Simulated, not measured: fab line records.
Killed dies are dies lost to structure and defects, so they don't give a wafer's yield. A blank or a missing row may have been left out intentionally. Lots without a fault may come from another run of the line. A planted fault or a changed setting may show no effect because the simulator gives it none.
Struck lot and sound lot, side by side + flow gf180mcu + 24 steps out of a route of 602
Sound: these wafers, L963.1, L963.2, L963.4. Wafers struck: L972.3, L972.5, L972.6. The cause is given at the end.
At each step with rows: each side's tool, then ch and its chambers, then its first start. Under that, the readings that differ: sound wafers + struck wafers + difference of the means + sigmas: that difference in standard deviations of wafers without a fault.
alike: a reading whose means differ by less than 2 such deviations, as well as words and numbers matching on both sides. not compared: withheld readings; readings where some wafer has no value; bounds like >300 that might hide an equal value; numbers whose values overlap and for which the record gives no deviation.
The two part at a step that has a row with sigmas, a row that says differs or no value, or rows on one side only. Numbers that don't overlap but have no deviation are shown without sigmas and don't part them. A reading missing from all wafers of one side parts the sides only when that side holds two or more wafers.

first, 7 steps without rows for these wafers: GF_STI_DEHYDRATE_05 (time 60 s); GF_STI_HMDS_06 (prime time 60 s); GF_STI_COAT_07 (resist thk 700 nm); GF_STI_SOFTBAKE_08 (time 60 s); GF_STI_EXPOSE_09 (exposes mask COMP, target cd 220 nm); GF_STI_PEB_10 (peb time 90 s); GF_STI_DEVELOP_11 (develop time 60 s).
GF_STI_CD_MEAS_12: the cd target is 220 nm.
  sound: cd sem-02 at day 2 07:23; struck: cd sem-02 at day 4 05:53
| reading    | sound             | struck            | difference | sigmas |
|------------|-------------------|-------------------|------------|--------|
| cd nm (nm) | 218.6 218.1 217.5 | 222.1 221.9 220.5 | +3.4       | +2     |
GF_STI_ETCH_13: etches the open film in CHF3/O2, stops on Si, target depth 282.31 nm, time 112.9 s.
  sound on rie diel-04 ch 0,1,2, day 2 07:31; struck on rie diel-03 ch 0,1,2, day 4 05:58
  alike: O2_flow_sccm, drypump motor current A, oes product au, run length s, throttle valve pct
  not compared: rf hours counter h
GF_STI_ETCH_14: etches Si in HBr/Cl2/O2, target depth 360 nm, time 102.9 s.
  sound on rie si-01 ch 0,2,3, day 2 07:35; struck on rie si-01 ch 0,1,3, day 4 06:02
  alike: O2_flow_sccm, drypump motor current A, oes product au, run length s, throttle valve pct
  not compared: rf hours counter h
GF_STI_STRIP_15: strips in O2/N2.
  sound on plasma asher-02 ch 0,1, day 2 07:40; struck on plasma asher-02 ch 0,1, day 4 06:09
  alike: drypump motor current A, heater power w, oes product au, strip time to endpoint s
  not compared: rf hours counter h
then, 1 step without rows for these wafers: GF_STI_CLEAN_16 (cleans in dHF, time 25 s).
GF_STI_WET_ETCH_17: etches Si3N4 in H3PO4, target depth 45 nm, time 514 s.
  sound on wet bench-03 ch 3, day 2 07:47; struck on wet bench-03 ch 0, day 4 06:14
| reading                               | sound           | struck            | difference | sigmas      |
|---------------------------------------|-----------------|-------------------|------------|-------------|
| run length s (s)                      | 540 540 540     | 99 99 99          | -441       | -99 or more |
| model.Si3N4_of_STI_CVD_03.thk nm (nm) | 160.9 160.9 161 | 200.6 199.8 199.9 | +39.2      |             |
then, 4 steps without rows for these wafers: GF_STI_CLEAN_18 (cleans in SC1/SC2, time 146.2 s); GF_STI_CLEAN_19 (cleans in dHF, time 20 s); GF_STI_WET_ETCH_20 (etches SiO2 in dHF, target depth 20 nm, time 400 s); GF_STI_OXIDATION_21 (stabilise 600 s, purge 300 s, target thk 15 nm).
GF_STI_THK_MEAS_22:
  sound: film metro-03 at day 2 09:54; struck: film metro-01 at day 4 07:44
| reading                   | sound             | struck            | difference | sigmas |
|---------------------------|-------------------|-------------------|------------|--------|
| STI_OXIDATION_01_THK (nm) | 15.49 15.58 15.54 | 15.07 14.97 14.89 | -0.56      | -2     |
then, 1 step without rows for these wafers: GF_STI_CVD_23 (deposits SiO2, target thk 650 nm, time 108.3 s).
GF_STI_THK_MEAS_24:
  sound: film metro-02 at day 2 10:02; struck: film metro-01 at day 4 07:52
  alike: STI_CVD_23_THK
GF_STI_CMP_25: polishes, stops on Si3N4, t overpolish 33 s, target thk 524.6 nm.
  sound on cmp-01 ch 0,1,3, day 2 10:09; struck on cmp-01 ch 0,2,3, day 4 08:10
  alike: motor current A
GF_STI_WET_ETCH_26: etches SiO2 in dHF, target depth 94 nm, time 188 s.
  sound on wet bench-03 ch 2, day 2 10:24; struck on wet bench-02 ch 1, day 4 08:19
| reading                               | sound             | struck            | difference | sigmas |
|---------------------------------------|-------------------|-------------------|------------|--------|
| run length s (s)                      | 212.2 212.2 212.2 | 220.9 220.9 220.9 | +8.7       | +3     |
| model.Si3N4_of_STI_CVD_03.thk nm (nm) | 150.2 150.2 150.3 | 190 189.2 189.3   | +39        |        |
then, 1 step without rows for these wafers: GF_STI_WET_ETCH_27 (etches Si3N4 in H3PO4, target depth 160 nm, time 1825 s).
-- the record jumps here: 28 days lie between the struck wafers' starts before and after (it left off in module STI and takes up again in module PASSIVATION, whose first step shown is number 602 of the route) --
GF_PASSIVATION_PROBE_99:
  sound: prober-02 at day 29 06:19; struck: prober-01 at day 31 22:51
| reading                                 | sound                        | struck                        | difference | sigmas |
|-----------------------------------------|------------------------------|-------------------------------|------------|--------|
| model.etest.pwell in dnwell.line ohm um | 3976 3913 4031               | 5452 5548 5436                | +1505      |        |
| model.etest.pwell in dnwell.rs ohm sq   | 2372 2372 2374               | 3168 3270 3186                | +835       |        |
| model.etest.p drift.rs ohm sq           | 2387 2371 2390               | 2879 2956 2914                | +534       |        |
| model.etest.n drift.rs ohm sq           | 1148 1144 1166               | 1399 1429 1416                | +262       |        |
| model.etest.ldpmos_10p0.r on ohm um     | 1.13e+04 1.111e+04 1.118e+04 | 1.137e+04 1.143e+04 1.133e+04 | +1.800e+02 |        |
| model.etest.nwell.line ohm um           | 1135 1105 1102               | 1352 1383 1366                | +253       |        |
| model.etest.nwell.rs ohm sq             | 967.6 962.7 969.4            | 1180 1209 1195                | +228       |        |
| model.etest.ldnmos_10p0.r on ohm um     | 3790 3719 3732               | 3829 3824 3818                | +77        |        |

== WHERE THEY PART ==
First at GF_STI_CD_MEAS_12; last, within this record, at GF_STI_WET_ETCH_26.

WHY: whatever the simulator had introduced
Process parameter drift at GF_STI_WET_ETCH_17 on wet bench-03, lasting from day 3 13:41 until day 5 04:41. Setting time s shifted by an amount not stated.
